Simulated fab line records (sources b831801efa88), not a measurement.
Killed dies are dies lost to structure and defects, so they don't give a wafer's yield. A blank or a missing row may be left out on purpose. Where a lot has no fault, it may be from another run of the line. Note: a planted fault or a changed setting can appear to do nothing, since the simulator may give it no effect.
fab line records | flow sky130
[record] lots = 11 wafers = 33 last_day = 50
route steps=708 shown GATE_OXIDE@189 METAL2@498 CAP2M@612 PAD_OPEN@708
lots that met no fault: taken from a fault-free run of the same line
start_h: hours from the record's first day to the start of the lot's first wafer shown | wait_h: hours elapsed since this lot's preceding step | " unchanged from the row above | L1.1+2: a row that stands for several wafers | - either no value or no given start | * or withheld: withheld | < > ~ a bound
route shown NAME@n: names a module that has steps shown in the file, with the first one's number in the route | usual: mean and standard deviation over wafers with no fault | same: alike in all rows | chamber/n: place in a boat | sites: readings site by site | _std_site: the values' standard deviation | _edge_site: the outer-site mean with the inner-site mean subtracted | radius_mm: for every site, how far away it sits from the centre of the wafer | mask NAME#n: copy n | behind: the tool/chamber that last shaped the wafer | hold: why the lot was held/for how many hours/how that ended | device: the transistor (n, p or np) that didn't switch | end of line: tests of these same wafers at the route's end | a step given without rows: its recipe and nothing more | killed: at the first sort, the dies lost to defects and structure; wafer yield is something else | map: per-die view of a wafer (x killed, . not killed, _ where there is no die)
set.NAME: the setting as run; set.NAME@STEP: as run at that earlier step | model.NAME: the simulator's own value behind a step, which no gauge read
one table for each step of the route and one row for each wafer, over a sample of lots
services: when a tool's chamber went out of use (start_h, in hours from the record's first day, below 0 if earlier), for how many hours, and the reason
[[steps]]
[step SKY_GATE_OXIDE_THK_MEAS_02]
[recipe] reads = SiO2_of_GATE_OXIDE_OXIDATION_01
[usual] GATE_OXIDE_OXIDATION_00_THK = 10.20/0.21
// columns lot.wafer tool chamber start_h wait_h GATE_OXIDE_OXIDATION_00_THK[nm]
L291.1 film_metro-02 - 281.03 0.0 10.01
L291.4 " - " " 10.03
L291.6 " - " " 9.93
L292.1 film_metro-04 - 289.08 0.0 10.41
L292.4 " - " " 10.33
L292.5 " - " " 10.46
L295.1 film_metro-02 - 320.79 0.0 10.69
L295.2 " - " " 10.38
L295.5 " - " " 10.58
L296.2 film_metro-02 - 325.07 0.0 10.27
L296.3 " - " " 10.06
L296.5 " - " " 10.30
L300.2 film_metro-01 - 356.12 0.0 10.39
L300.3 " - " " 10.41
L300.6 " - " " 10.43
L301.1 film_metro-04 - 361.51 0.0 10.39
L301.2 " - " " 10.30
L301.5 " - " " 10.39
L305.1 film_metro-02 - 415.16 0.0 10.29
L305.2 " - " " 10.08
L305.6 " - " " 10.04
L309.2 film_metro-01 - 440.50 0.0 9.91
L309.4 " - " " 9.99
L309.6 " - " " 10.26
L310.1 film_metro-01 - 453.77 0.0 10.18
L310.5 " - " " 10.07
L310.6 " - " " 10.26
L313.1 film_metro-01 - 467.23 0.0 10.44
L313.3 " - " " 10.33
L313.4 " - " " 10.37
L314.2 film_metro-02 - 472.32 0.0 10.29
L314.5 " - " " 10.40
L314.6 " - " " 10.30
[step SKY_METAL2_CD_MEAS_15]
[recipe] target_cd_nm = 140
[usual] cd_nm = 139.7/1.1
// columns lot.wafer tool chamber start_h wait_h cd_nm
L291.1 cd_sem-01 - 815.95 - 138.8
L291.4 " - " " 140.0
L291.6 " - " " 140.0
L292.1 cd_sem-01 - 825.79 - 139.7
L292.4 " - " " 138.7
L292.5 " - " " 138.5
L295.1 cd_sem-01 - 859.25 - 140.1
L295.2 " - " " 140.8
L295.5 " - " " 140.9
L296.2 cd_sem-02 - 861.16 - 138.8
L296.3 " - " " 139.6
L296.5 " - " " 139.5
L300.2 cd_sem-01 - 892.00 - 142.1
L300.3 " - " " 142.6
L300.6 " - " " 142.0
L301.1 cd_sem-02 - 896.28 - 139.6
L301.2 " - " " 138.8
L301.5 " - " " 139.8
L305.1 cd_sem-01 - 938.68 - 138.4
L305.2 " - " " 140.5
L305.6 " - " " 139.1
L309.2 cd_sem-02 - 958.76 - 138.9
L309.4 " - " " 138.8
L309.6 " - " " 138.2
L310.1 cd_sem-02 - 969.69 - 139.6
L310.5 " - " " 139.9
L310.6 " - " " 138.6
L313.1 cd_sem-02 - 980.80 - 138.4
L313.3 " - " " 139.0
L313.4 " - " " 139.1
L314.2 cd_sem-02 - 986.75 - 139.2
L314.5 " - " " 138.6
L314.6 " - " " 141.2
[step SKY_CAP2M_EXPOSE_09]
[recipe] mask_id = CAP2M na = 0.6 source_shape = conventional sigma_outer = 0.6 polarization = unpolarized target_cd_nm = 1000 dose_mj = 159
[usual] exposure_dose_mJ_cm2 = 159.00/0.16 stage_vel_mm_s = 500.01/0.22
[same] sigma_outer = 0.6
// columns lot.wafer tool chamber start_h wait_h mask exposure_dose_mJ_cm2 stage_vel_mm_s
L291.1 iline_stepper-01 0 939.40 - CAP2M#0 158.82 500.38
L291.4 " 0 " " CAP2M#0 158.94 499.98
L291.6 " 0 " " CAP2M#0 158.89 499.96
L292.1 iline_stepper-01 0 949.42 - CAP2M#0 158.84 499.73
L292.4 " 0 " " CAP2M#0 158.81 500.16
L292.5 " 0 " " CAP2M#0 158.99 500.13
L295.1 iline_stepper-01 0 978.95 - CAP2M#0 156.00 499.98
L295.2 " 0 " " CAP2M#0 155.94 500.01
L295.5 " 0 " " CAP2M#0 155.79 500.02
L296.2 iline_stepper-02 0 981.17 - CAP2M#0 159.08 499.91
L296.3 " 0 " " CAP2M#0 159.07 499.81
L296.5 " 0 " " CAP2M#0 158.75 499.93
L300.2 iline_stepper-01 0 1008.27 - CAP2M#0 155.90 500.71
L300.3 " 0 " " CAP2M#0 156.15 500.44
L300.6 " 0 " " CAP2M#0 155.98 500.42
L301.1 iline_stepper-01 0 1011.15 - CAP2M#0 156.22 499.99
L301.2 " 0 " " CAP2M#0 156.12 499.87
L301.5 " 0 " " CAP2M#0 156.10 499.90
L305.1 iline_stepper-02 0 1050.70 - CAP2M#0 159.12 500.42
L305.2 " 0 " " CAP2M#0 158.98 500.31
L305.6 " 0 " " CAP2M#0 158.90 500.22
L309.2 iline_stepper-02 0 1069.32 - CAP2M#0 159.13 500.19
L309.4 " 0 " " CAP2M#0 158.96 500.38
L309.6 " 0 " " CAP2M#0 159.23 500.07
L310.1 iline_stepper-02 0 1077.98 - CAP2M#0 159.18 500.08
L310.5 " 0 " " CAP2M#0 159.19 500.09
L310.6 " 0 " " CAP2M#0 158.95 500.20
L313.1 iline_stepper-02 0 1089.31 - CAP2M#0 159.17 500.01
L313.3 " 0 " " CAP2M#0 158.89 500.29
L313.4 " 0 " " CAP2M#0 158.82 499.84
L314.2 iline_stepper-02 0 1092.90 - CAP2M#0 158.85 500.32
L314.5 " 0 " " CAP2M#0 158.80 500.35
L314.6 " 0 " " CAP2M#0 158.87 500.27
[step SKY_PAD_OPEN_PROBE_99]
[usual] defect_limited_yield = 82.8/1.8 killed_at_M0_to_M3 = 42/6.4 killed_at_M4_up = 3.0/2 killed_at_contacts = 24/5.2 killed_at_front_end = 14/4.2 killed_at_other = 0.4/0.72 killed_dies = 84/9 killed_on_rim = 16/3.7 killed_open = 46/6.6 killed_short = 38/6 sort_bin_3_pad_short = 0.9/0.4 sort_bin_5_function = 10.1/1.4 sort_bin_6_memory = 6.2/1.1 sort_n_pass = 408/9 sort_yield_pct = 82.8/1.8
[same] gross_dies = 492 killed_at_back_side = 0 sort_bin_4_leakage[%] = 0 sort_bin_8_speed[%] = 0
// columns lot.wafer tool chamber start_h wait_h defect_limited_yield[%] killed_at_M0_to_M3 killed_at_M4_up killed_at_contacts killed_at_front_end killed_at_other killed_dies killed_on_rim killed_open killed_short sort_bin_3_pad_short[%] sort_bin_5_function[%] sort_bin_6_memory[%] sort_n_pass sort_yield_pct[%]
L295.1 prober-01 - 1106.31 0.1 82.7 42 2 20 19 2 85 17 50 34 1.0 11.8 4.5 407 82.7
L295.2 prober-01 - 1106.36 0.1 85.4 29 1 24 16 2 72 13 40 31 1.0 7.1 6.5 420 85.4
L295.5 prober-01 - 1106.51 0.2 82.5 42 3 26 15 0 86 19 49 37 1.4 9.1 6.9 406 82.5
L296.2 prober-02 - 1109.10 0.1 83.9 35 2 29 13 0 79 14 45 34 0.6 9.8 5.7 413 83.9
L296.3 prober-02 - 1109.15 0.2 85.2 44 2 20 7 0 73 22 38 35 0.8 8.9 5.1 419 85.2
L296.5 prober-02 - 1109.25 0.2 81.1 52 2 24 14 1 93 21 48 45 1.2 12.0 5.7 399 81.1
L300.2 prober-02 - 1130.51 0.1 80.7 46 5 31 12 1 95 20 49 46 1.0 11.2 7.1 397 80.7
L300.3 prober-02 - 1130.56 0.2 86.0 36 3 16 13 1 69 17 38 31 0.4 8.3 5.3 423 86.0
L300.6 prober-02 - 1130.71 0.2 84.1 40 6 21 11 0 78 12 40 38 0.8 9.1 5.9 414 84.1
L301.1 prober-01 - 1133.52 0.1 83.9 45 3 23 8 0 79 15 43 36 1.4 9.6 5.1 413 83.9
L301.2 prober-01 - 1133.57 0.1 82.7 48 3 22 12 0 85 14 46 39 0.4 10.6 6.3 407 82.7
L301.5 prober-01 - 1133.72 0.2 85.0 33 3 26 12 0 74 15 31 42 1.2 9.6 4.3 418 85.0
L305.1 prober-02 - 1164.84 0.1 82.5 53 2 20 11 0 86 15 49 37 1.0 11.0 5.5 406 82.5
L305.2 prober-02 - 1164.89 0.1 81.5 44 4 27 16 0 91 15 59 32 0.8 11.2 6.5 401 81.5
L305.6 prober-02 - 1165.09 0.2 80.1 52 1 32 12 1 98 22 59 39 2.0 12.0 5.9 394 80.1
// killed by level:class
L295.1 LI_CONTACT:geometric_particle:open=10 VIA3:geometric_particle:open=9 VIA3:geometric_particle:short=8 POLY_GATE:geometric_particle:short=7 CONTACT:geometric_particle:open=7 VIA1:geometric_particle:open=6 VIA2:geometric_particle:open=6 POLY_GATE:geometric_particle:open=5
L295.2 LI_CONTACT:geometric_particle:open=10 VIA1:geometric_particle:open=7 CONTACT:geometric_particle:open=6 POLY_GATE:geometric_particle:short=4 LOCAL_INTERCONNECT:geometric_particle:short=4 VIA1:geometric_particle:short=4 FIELD_ISO:geometric_particle:short=3 POLY_GATE:geometric_particle:open=3
L295.5 VIA1:geometric_particle:open=10 VIA3:geometric_particle:open=9 LI_CONTACT:geometric_particle:open=7 METAL2:geometric_particle:short=7 VIA2:geometric_particle:open=7 CONTACT:geometric_particle:open=6 FIELD_ISO:geometric_particle:short=5 LI_CONTACT:geometric_particle:short=5
L296.2 VIA1:geometric_particle:open=10 CONTACT:geometric_particle:open=9 LOCAL_INTERCONNECT:geometric_particle:short=7 VIA1:geometric_particle:short=6 LI_CONTACT:geometric_particle:open=5 VIA2:geometric_particle:open=5 LI_CONTACT:geometric_particle:short=4 VIA2:geometric_particle:short=4
L296.3 CONTACT:geometric_particle:open=6 VIA1:geometric_particle:open=6 VIA1:geometric_particle:short=6 VIA2:geometric_particle:open=6 LI_CONTACT:geometric_particle:open=5 METAL1:geometric_particle:short=5 VIA2:geometric_particle:short=5 LOCAL_INTERCONNECT:geometric_particle:short=4
L296.5 CONTACT:geometric_particle:open=9 VIA3:geometric_particle:open=8 VIA1:geometric_particle:open=7 VIA2:geometric_particle:open=7 METAL1:geometric_particle:short=6 VIA1:geometric_particle:short=6 LI_CONTACT:geometric_particle:open=5 LOCAL_INTERCONNECT:geometric_particle:short=5
L300.2 CONTACT:geometric_particle:open=14 VIA3:geometric_particle:open=8 VIA2:geometric_particle:open=6 LI_CONTACT:geometric_particle:open=6 CONTACT:geometric_particle:short=6 VIA2:geometric_particle:short=5 VIA1:geometric_particle:open=5 METAL2:geometric_particle:short=5
L300.3 METAL1:geometric_particle:short=8 VIA2:geometric_particle:open=7 LI_CONTACT:geometric_particle:open=6 VIA3:geometric_particle:open=5 VIA1:geometric_particle:open=4 CONTACT:geometric_particle:short=4 FIELD_ISO:geometric_particle:short=3 POLY_GATE:geometric_particle:open=3
L300.6 CONTACT:geometric_particle:open=8 VIA1:geometric_particle:open=7 METAL1:geometric_particle:short=6 VIA2:geometric_particle:open=6 LI_CONTACT:geometric_particle:open=5 VIA1:geometric_particle:short=5 LOCAL_INTERCONNECT:geometric_particle:short=4 VIA2:geometric_particle:short=4
L301.1 METAL2:geometric_particle:short=10 VIA2:geometric_particle:open=9 VIA3:geometric_particle:open=8 CONTACT:geometric_particle:open=7 LI_CONTACT:geometric_particle:short=6 LI_CONTACT:geometric_particle:open=5 VIA1:geometric_particle:open=5 VIA2:geometric_particle:short=4
L301.2 VIA1:geometric_particle:open=13 CONTACT:geometric_particle:open=8 LI_CONTACT:geometric_particle:open=7 METAL1:geometric_particle:short=7 VIA3:geometric_particle:open=6 VIA2:geometric_particle:open=5 LOCAL_INTERCONNECT:geometric_particle:short=4 VIA1:geometric_particle:short=4
L301.5 CONTACT:geometric_particle:open=7 LOCAL_INTERCONNECT:geometric_particle:short=6 METAL1:geometric_particle:short=6 LI_CONTACT:geometric_particle:open=5 VIA1:geometric_particle:open=5 METAL2:geometric_particle:short=5 VIA2:geometric_particle:open=4 METAL3:geometric_particle:short=4
L305.1 CONTACT:geometric_particle:open=9 VIA3:geometric_particle:open=8 VIA2:geometric_particle:open=8 VIA1:geometric_particle:open=7 LI_CONTACT:geometric_particle:open=6 VIA1:geometric_particle:short=6 METAL1:geometric_particle:short=6 METAL2:geometric_particle:short=6
L305.2 LI_CONTACT:geometric_particle:open=13 VIA1:geometric_particle:open=12 CONTACT:geometric_particle:open=9 VIA3:geometric_particle:open=6 VIA2:geometric_particle:open=6 POLY_GATE:geometric_particle:short=5 POLY_GATE:geometric_particle:open=4 VIA1:geometric_particle:short=4
L305.6 VIA2:geometric_particle:open=16 CONTACT:geometric_particle:open=9 LOCAL_INTERCONNECT:geometric_particle:short=7 LI_CONTACT:geometric_particle:open=7 VIA1:geometric_particle:short=7 VIA1:geometric_particle:open=7 VIA3:geometric_particle:open=6 CONTACT:geometric_particle:short=5
[[services]]
// columns tool chamber start_h hours kind
iline_stepper-02 - 957.79 1.7 pm
iline_stepper-01 - 974.65 1.7 pm
iline_stepper-02 0 997.73 - calibration
iline_stepper-01 0 1004.34 - calibration
iline_stepper-02 - 1030.33 1.6 repair
iline_stepper-01 - 1045.18 11.1 repair
[[key]]
[first_sign] step = SKY_CAP2M_EXPOSE_09 reading = exposure_dose_mJ_cm2 direction = down sigmas = 18 usual = * struck = *
effect none on later readings
met_at SKY_CAP2M_EXPOSE_09
struck_lots L295,L300,L301
not_acting_at SKY_GATE_OXIDE_THK_MEAS_02,SKY_METAL2_CD_MEAS_15
onset_between 949.42 978.95
[fault] kind = process_parameter_drift tool = iline_stepper-01 chamber = - onset_h = 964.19 steps = SKY_CAP2M_EXPOSE_09 channel = dose_mj offset = -3.0688 shape = step acts_in = these_recipes_only stated = 159
